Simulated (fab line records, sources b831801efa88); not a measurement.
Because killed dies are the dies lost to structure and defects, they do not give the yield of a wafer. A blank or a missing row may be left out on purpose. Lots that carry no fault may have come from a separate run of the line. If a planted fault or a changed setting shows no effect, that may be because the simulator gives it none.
Which tool was responsible? | flow gf180mcu | 11 lots with 33 wafers sampled at 4 steps, on a route of 602 steps

## WHAT THE GAUGES READ, wafer by wafer
GF_V1_OVL_MEAS_15. Usual: V1_OVL -1 nm, standard deviation 4.5.
lot  | measured     | on         | V1_OVL (nm)       | flag
L307 | day 18 08:40 | overlay-02 | -2 -6 -2          |
L308 | day 18 18:50 | overlay-01 | 0 -1 0            |
L310 | day 19 12:47 | overlay-01 | -9 -4 -11         |
L311 | day 19 21:20 | overlay-02 | 7 -7 6            |
L318 | day 22 03:28 | overlay-02 | 0 0 -8            |
L320 | day 22 23:28 | overlay-01 | 39 41 39 37 39 38 | OFF
L321 | day 23 07:58 | overlay-01 | 40 42 42 38 41 40 | OFF
L325 | day 24 20:31 | overlay-01 | 4 2 -3            |
L327 | day 25 03:23 | overlay-02 | -7 -3 -4          |
L328 | day 25 13:25 | overlay-02 | -2 7 4            |
L329 | day 25 23:16 | overlay-01 | -1 4 2            |

## EACH LOT AND THE TOOL THAT RAN IT (in order: tool; ch and the chambers of the sampled wafers; start)
lot  | GF_HV_LDD_STRIP_10                   | GF_SAB_STRIP_13                      | GF_V1_EXPOSE_11
L307 | plasma asher-04 ch 0,1, day 10 05:10 | plasma asher-02 ch 1, day 15 06:58   | krf scanner-01 ch 0, day 17 20:47
L308 | plasma asher-01 ch 0,1, day 10 13:13 | plasma asher-03 ch 0,1, day 15 17:25 | krf scanner-01 ch 0, day 18 06:33
L310 | plasma asher-01 ch 1, day 11 02:13   | plasma asher-01 ch 0,1, day 16 09:09 | krf scanner-01 ch 0, day 19 00:53
L311 | plasma asher-01 ch 0,1, day 11 08:46 | plasma asher-02 ch 0,1, day 16 17:37 | krf scanner-01 ch 0, day 19 09:31
L318 | plasma asher-02 ch 0,1, day 13 07:28 | plasma asher-01 ch 0,1, day 18 23:13 | krf scanner-01 ch 0, day 21 15:48
L320 | plasma asher-02 ch 0,1, day 13 22:49 | plasma asher-03 ch 0,1, day 19 20:25 | krf scanner-01 ch 0, day 22 12:08
L321 | plasma asher-02 ch 0,1, day 14 06:16 | plasma asher-01 ch 0,1, day 20 05:05 | krf scanner-01 ch 0, day 22 20:31
L325 | plasma asher-02 ch 0,1, day 15 16:55 | plasma asher-03 ch 0,1, day 21 19:46 | krf scanner-02 ch 0, day 24 09:29
L327 | plasma asher-04 ch 1, day 16 01:22   | plasma asher-02 ch 0,1, day 22 03:43 | krf scanner-02 ch 0, day 24 16:16
L328 | plasma asher-04 ch 0,1, day 16 10:40 | plasma asher-02 ch 0,1, day 22 15:01 | krf scanner-02 ch 0, day 25 02:51
L329 | plasma asher-04 ch 0,1, day 16 20:31 | plasma asher-01 ch 0,1, day 23 00:16 | krf scanner-02 ch 0, day 25 12:51
- GF_HV_LDD_STRIP_10: strips in O2/N2.
- GF_SAB_STRIP_13: strips in O2/N2.
- GF_V1_EXPOSE_11: exposes mask Via1, target cd 260 nm.

## WHAT THE TOOLS THEMSELVES READ (means of the sampled wafers that have a number; where no wafer has one, the mark that the record gives instead)
GF_HV_LDD_STRIP_10. Usual: drypump motor current A 5.8 A, standard deviation 0.49; heater power w 338 W, standard deviation 10; oes product au 0.716 a.u., standard deviation 0.0046; strip time to endpoint s 12.63 s, standard deviation 0.035.
lot  | tool            | drypump motor current A (A) | heater power w (W) | oes product au (a.u.) | strip time to endpoint s (s) | flag
L307 | plasma asher-04 | 6.4                         | 327                | 0.715                 | 12.64                        |
L308 | plasma asher-01 | 5.4                         | 332                | 0.717                 | 12.56                        |
L310 | plasma asher-01 | 5.4                         | 339                | 0.711                 | 12.62                        |
L311 | plasma asher-01 | 5.4                         | 332                | 0.718                 | 12.63                        |
L318 | plasma asher-02 | 5.7                         | 346                | 0.716                 | 12.60                        |
L320 | plasma asher-02 | 6.1                         | 347                | 0.718                 | 12.63                        |
L321 | plasma asher-02 | 6.0                         | 347                | 0.714                 | 12.62                        |
L325 | plasma asher-02 | 6.1                         | 350                | 0.718                 | 12.62                        |
L327 | plasma asher-04 | 6.6                         | 331                | 0.719                 | 12.59                        |
L328 | plasma asher-04 | 6.1                         | 329                | 0.714                 | 12.64                        |
L329 | plasma asher-04 | 6.4                         | 335                | 0.715                 | 12.64                        |

GF_SAB_STRIP_13. Usual: drypump motor current A 5.8 A, standard deviation 0.38; heater power w 335 W, standard deviation 14; oes product au 0.710 a.u., standard deviation 0.0045; strip time to endpoint s 12.62 s, standard deviation 0.044.
lot  | tool            | drypump motor current A (A) | heater power w (W) | oes product au (a.u.) | strip time to endpoint s (s) | flag
L307 | plasma asher-02 | 6.4                         | 346                | 0.713                 | 12.59                        |
L308 | plasma asher-03 | 5.8                         | 339                | 0.711                 | 12.64                        |
L310 | plasma asher-01 | 5.5                         | 330                | 0.712                 | 12.67                        |
L311 | plasma asher-02 | 6.1                         | 345                | 0.711                 | 12.53                        |
L318 | plasma asher-01 | 5.4                         | 333                | 0.710                 | 12.61                        |
L320 | plasma asher-03 | 5.9                         | 328                | 0.707                 | 12.62                        |
L321 | plasma asher-01 | 5.4                         | 327                | 0.711                 | 12.60                        |
L325 | plasma asher-03 | 5.9                         | 326                | 0.709                 | 12.64                        |
L327 | plasma asher-02 | 5.7                         | 348                | 0.707                 | 12.65                        |
L328 | plasma asher-02 | 6.1                         | 349                | 0.709                 | 12.58                        |
L329 | plasma asher-01 | 5.4                         | 328                | 0.710                 | 12.69                        |

## THE ANSWER, worked out from the rows above alone
Rule: lot off if the mean of its wafers having a number is beyond 3 standard deviations from the usual mean. Also off: a lot with no number at a reading for which 4 or more lots have one. The other lots that the step has rows for count as sound. Order of review: gauges by route order, followed by the tools' own readings, for which a lot's mean as printed above is used. At the first step where some lot is off, the reading lying furthest off is the one used; lots without a number count as furthest.
Off: at GF_V1_OVL_MEAS_15 (V1_OVL), L320, L321.
If a tool, at a process step before that reading, ran all the lots that are off and no sound lot after the first of them, it fits. The gauges at GF_V1_OVL_MEAS_15 are tried like those tools. One fits: GF_V1_EXPOSE_11 on krf scanner-01. A fault onset in the window from L318 (day 21 15:48, its last sound lot) to L320 (day 22 12:08, its first lot off) fits.

## WHAT WAS PUT IN BY THE SIMULATOR
Scanner matching overlay: krf scanner-01, from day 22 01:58 on, at GF_V1_EXPOSE_11. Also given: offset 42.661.
Lots struck among those shown: L320, L321. The rule above reached the same finding.
